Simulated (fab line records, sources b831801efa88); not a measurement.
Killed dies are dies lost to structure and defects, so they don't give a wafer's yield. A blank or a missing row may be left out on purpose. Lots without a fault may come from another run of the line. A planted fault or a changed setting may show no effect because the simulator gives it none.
A struck lot beside a sound one | flow sky130 | 15 steps out of a route of 708
Sound: wafers L673.3, L673.4, L673.6. Struck: wafers L671.1, L671.4, L671.5. The cause comes at the end.
At each step with rows: each side's tool, then ch and its chambers, then its first start. Under that, the readings that differ: sound wafers | struck wafers | difference of the means | sigmas: that difference in standard deviations of wafers without a fault.
alike: readings whose means differ by less than 2 such deviations, and words and numbers that are the same on both sides. not compared: withheld readings, readings that some wafer has no value for, bounds like >300 that may hide the same value, and numbers for which the record gives no deviation and whose values overlap.
The two part at a step that has a row with sigmas, a row that says differs or no value, or rows on one side only. Numbers that don't overlap but have no deviation are shown without sigmas and don't part them. A reading that every wafer of one side lacks parts them only if that side has two wafers or more.

first, 8 steps without rows for these wafers: SKY_LOCAL_INTERCONNECT_DEHYDRATE_03 (time 60 s); SKY_LOCAL_INTERCONNECT_HMDS_04 (prime time 60 s); SKY_LOCAL_INTERCONNECT_COAT_05 (resist thk 60 nm); SKY_LOCAL_INTERCONNECT_COAT_06 (resist thk 450 nm); SKY_LOCAL_INTERCONNECT_SOFTBAKE_07 (time 90 s); SKY_LOCAL_INTERCONNECT_EXPOSE_08 (exposes mask LI1M, target cd 170 nm); SKY_LOCAL_INTERCONNECT_PEB_09; SKY_LOCAL_INTERCONNECT_DEVELOP_10 (develop time 60 s).
SKY_LOCAL_INTERCONNECT_CD_MEAS_11: target cd 170 nm.
  sound on cd_sem-01, day 34 16:20; struck on cd_sem-01, day 33 19:52
  alike: cd_nm
SKY_LOCAL_INTERCONNECT_OVL_MEAS_12:
  sound on overlay-02, day 34 16:25; struck on overlay-02, day 33 19:59
  alike: LOCAL_INTERCONNECT_OVL
SKY_LOCAL_INTERCONNECT_ETCH_13: etches BARC in N2/H2, stops on SiO2, time 45.9 s, target depth 60 nm.
  sound on rie_metal-04 ch 0,1, day 34 16:28; struck on rie_metal-02 ch 1, day 33 20:01
  alike: drypump_motor_current_A, he_backside_leak_sccm, oes_product_au, rf_fwd_power_W, throttle_valve_pct
  not compared: rf_hours_counter_h
SKY_LOCAL_INTERCONNECT_METAL_ETCH_14: etches TiN in Cl2/BCl3, stops on PSG, target depth 110 nm, time 31.4 s.
  sound on rie_metal-04 ch 0,1, day 34 16:31; struck on rie_metal-02 ch 1, day 33 20:09
  alike: bcl3_flow_sccm, drypump_motor_current_A, he_backside_leak_sccm, oes_product_au, rf_fwd_power_W, throttle_valve_pct
  not compared: rf_hours_counter_h
SKY_LOCAL_INTERCONNECT_STRIP_15: strips in O2/N2.
  sound on plasma_asher-02 ch 0,1, day 34 16:35; struck on plasma_asher-03 ch 1, day 33 20:15
  reading                        | sound                | struck               | difference | sigmas
  chamber_pressure_mTorr (mTorr) | 1500.6 1501.4 1501.3 | 1198.6 1199.2 1200.4 | -301.7     | -99 or more
  strip_time_to_endpoint_s (s)   | 4.744 4.714 4.737    | 5.041 5.028 5.033    | +0.302     | +16
  alike: drypump_motor_current_A, oes_product_au
  not compared: rf_hours_counter_h
then, 1 step without rows for these wafers: SKY_LOCAL_INTERCONNECT_STRIP_16 (strips in post etch residue remover, time 1200 s).
-- the record jumps here: 15 days lie between the struck wafers' starts before and after (it left off in module LOCAL_INTERCONNECT and takes up again in module PAD_OPEN, whose first step shown is number 708 of the route) --
SKY_PAD_OPEN_PROBE_99:
  sound on prober-02, day 49 03:40; struck on prober-02, day 48 08:51
  alike: killed_at_M0_to_M3, killed_at_M4_up, killed_at_contacts, killed_at_front_end, killed_at_other, killed_dies, killed_on_rim, killed_open, killed_short

WHERE THEY PART
Only at SKY_LOCAL_INTERCONNECT_STRIP_15, within this record. Later steps at which nothing parts them and some readings are alike: SKY_PAD_OPEN_PROBE_99.

WHY: what the simulator had put in
Process parameter drift: plasma_asher-03, from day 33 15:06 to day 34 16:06, at SKY_LOCAL_INTERCONNECT_STRIP_15. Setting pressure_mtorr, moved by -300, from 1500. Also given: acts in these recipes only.
